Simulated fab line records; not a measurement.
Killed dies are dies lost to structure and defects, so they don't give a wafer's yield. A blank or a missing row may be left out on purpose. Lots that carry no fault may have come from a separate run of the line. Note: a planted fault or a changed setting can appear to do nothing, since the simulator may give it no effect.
Matching of chambers || flow sky130 || SKY_VIA2_ETCH_15 on rie diel-04: 4 sister chambers
The step etches SiO2 in C4F8/O2/Ar, stops on TiN, target depth 546 nm, time 84 s. 16 wafers are shown with their chamber, then 8 later ones without.

## WAFERS, EACH WITH ITS CHAMBER
{"wafer": "L077.1", "chamber": 2, "chamber pressure mTorr (mTorr)": 40.02, "oes product au (a.u.)": 0.935}
{"wafer": "L077.2", "chamber": 0, "chamber pressure mTorr (mTorr)": 40.02, "oes product au (a.u.)": 0.944}
{"wafer": "L077.3", "chamber": 3, "chamber pressure mTorr (mTorr)": 39.99, "oes product au (a.u.)": 0.939}
{"wafer": "L076.2", "chamber": 1, "chamber pressure mTorr (mTorr)": 39.94, "oes product au (a.u.)": 0.938}
{"wafer": "L076.5", "chamber": 3, "chamber pressure mTorr (mTorr)": 40.03, "oes product au (a.u.)": 0.935}
{"wafer": "L076.6", "chamber": 2, "chamber pressure mTorr (mTorr)": 40.01, "oes product au (a.u.)": 0.936}
{"wafer": "L078.1", "chamber": 3, "chamber pressure mTorr (mTorr)": 40.07, "oes product au (a.u.)": 0.941}
{"wafer": "L078.4", "chamber": 2, "chamber pressure mTorr (mTorr)": 40.09, "oes product au (a.u.)": 0.944}
{"wafer": "L078.5", "chamber": 0, "chamber pressure mTorr (mTorr)": 40.02, "oes product au (a.u.)": 0.943}
{"wafer": "L080.3", "chamber": 0, "chamber pressure mTorr (mTorr)": 40.02, "oes product au (a.u.)": 0.943}
{"wafer": "L080.4", "chamber": 2, "chamber pressure mTorr (mTorr)": 39.99, "oes product au (a.u.)": 0.935}
{"wafer": "L080.6", "chamber": 1, "chamber pressure mTorr (mTorr)": 40.02, "oes product au (a.u.)": 0.935}
{"wafer": "L083.1", "chamber": 3, "chamber pressure mTorr (mTorr)": 40.04, "oes product au (a.u.)": 0.934}
{"wafer": "L083.2", "chamber": 1, "chamber pressure mTorr (mTorr)": 40.02, "oes product au (a.u.)": 0.940}
{"wafer": "L083.6", "chamber": 0, "chamber pressure mTorr (mTorr)": 39.96, "oes product au (a.u.)": 0.931}
{"wafer": "L086.4", "chamber": 1, "chamber pressure mTorr (mTorr)": 39.98, "oes product au (a.u.)": 0.951}

SIGNATURES, as means of the wafers listed above
{"reading": "chamber pressure mTorr", "chamber 0": 40.0050, "chamber 1": 39.9900, "chamber 2": 40.0275, "chamber 3": 40.0325, "scatter within a chamber": 0.0366}
{"reading": "oes product au", "chamber 0": 0.94025, "chamber 1": 0.94100, "chamber 2": 0.93750, "chamber 3": 0.93725, "scatter within a chamber": 0.0054}
Rule: for a wafer and a chamber, the distance is found by dividing, reading by reading, the gap between the wafer's reading and the chamber's mean by the reading's scatter, squaring, summing and taking the root. If the next closest chamber is less than 2 further off than the closest, the wafer can't be placed; otherwise it belongs to the closest. The scatter is the square root of a quotient: the sum, over the shown wafers, of each reading's squared deviation from its chamber's mean, divided by wafers minus chambers.

## WAFERS WITHOUT THEIR CHAMBER
{"wafer": "L086.5", "chamber pressure mTorr (mTorr)": 40.04, "oes product au (a.u.)": 0.932}
{"wafer": "L086.6", "chamber pressure mTorr (mTorr)": 40.05, "oes product au (a.u.)": 0.939}
{"wafer": "L090.3", "chamber pressure mTorr (mTorr)": 39.98, "oes product au (a.u.)": 0.933}
{"wafer": "L090.4", "chamber pressure mTorr (mTorr)": 39.93, "oes product au (a.u.)": 0.944}
{"wafer": "L090.5", "chamber pressure mTorr (mTorr)": 39.99, "oes product au (a.u.)": 0.943}
{"wafer": "L095.1", "chamber pressure mTorr (mTorr)": 39.99, "oes product au (a.u.)": 0.941}
{"wafer": "L095.2", "chamber pressure mTorr (mTorr)": 40.00, "oes product au (a.u.)": 0.935}
{"wafer": "L095.4", "chamber pressure mTorr (mTorr)": 39.99, "oes product au (a.u.)": 0.943}

## WHICH CHAMBER EACH WENT THROUGH
{"wafer": "L086.5", "from the rows above": "can't be placed: 3 or 2 or 0 or 1", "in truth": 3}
{"wafer": "L086.6", "from the rows above": "can't be placed: 3 or 2 or 0 or 1", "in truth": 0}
{"wafer": "L090.3", "from the rows above": "can't be placed: 1 or 0 or 2 or 3", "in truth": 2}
{"wafer": "L090.4", "from the rows above": "can't be placed: 1 or 0 or 2 or 3", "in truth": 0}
{"wafer": "L090.5", "from the rows above": "can't be placed: 1 or 0 or 2 or 3", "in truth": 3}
{"wafer": "L095.1", "from the rows above": "can't be placed: 1 or 0 or 2 or 3", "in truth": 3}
{"wafer": "L095.2", "from the rows above": "can't be placed: 2 or 0 or 3 or 1", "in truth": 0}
{"wafer": "L095.4", "from the rows above": "can't be placed: 1 or 0 or 2 or 3", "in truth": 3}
Correct placement for 0 of the 8. Can't be placed from these rows: 8 (the true chamber is among the candidates in 8). Number placed wrongly: 0.
